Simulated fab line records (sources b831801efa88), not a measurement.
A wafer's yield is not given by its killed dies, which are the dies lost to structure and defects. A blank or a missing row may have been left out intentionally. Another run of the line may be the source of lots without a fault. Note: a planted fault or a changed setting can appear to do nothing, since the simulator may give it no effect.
Matching of chambers	flow gf180mcu	pecvd-04 running GF_V5_CVD_02: 3 sister chambers
The step deposits SiO2 from TEOS, target thk 1450 nm, time 163.28 s. 14 wafers are shown with their chamber, then 7 later ones without.

WAFERS WITH THEIR CHAMBER
wafer	chamber	heater_power_w (W)
L079.1	2	751
L079.3	1	815
L079.5	2	604
L083.1	0	717
L083.4	0	603
L083.6	2	590
L085.2	2	625
L085.3	1	768
L085.4	1	854
L089.1	2	708
L089.5	1	844
L089.6	0	595
L091.4	0	724
L091.5	2	594

SIGNATURES (averages over the wafers above)
reading	chamber 0	chamber 1	chamber 2	scatter within a chamber
heater_power_w	659.75	820.25	645.33	61.9
Rule: distance of a wafer from a chamber = root of the sum over the readings of ((wafer's reading minus chamber's mean) / reading's scatter) squared. The wafer belongs to the nearest chamber; if the next one is less than 2 further off, it can't be placed. The scatter: the root of (the sum of the squares of (reading less its chamber's mean) over the shown wafers, divided by (wafers less chambers)).

WAFERS WHOSE CHAMBER IS MISSING
wafer	heater_power_w (W)
L091.6	666
L093.2	707
L093.5	755
L093.6	674
L097.2	724
L097.3	674
L097.6	592

THE CHAMBER EACH PASSED THROUGH
wafer	from the rows above	in truth
L091.6	can't be placed: 0 or 2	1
L093.2	can't be placed: 0 or 2 or 1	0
L093.5	can't be placed: 1 or 0 or 2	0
L093.6	can't be placed: 0 or 2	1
L097.2	can't be placed: 0 or 2 or 1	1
L097.3	can't be placed: 0 or 2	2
L097.6	can't be placed: 2 or 0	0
0 of 7 placed correctly. Not placeable from these rows: 7 (in 5, the candidates include the true chamber). Wrongly placed: 0.
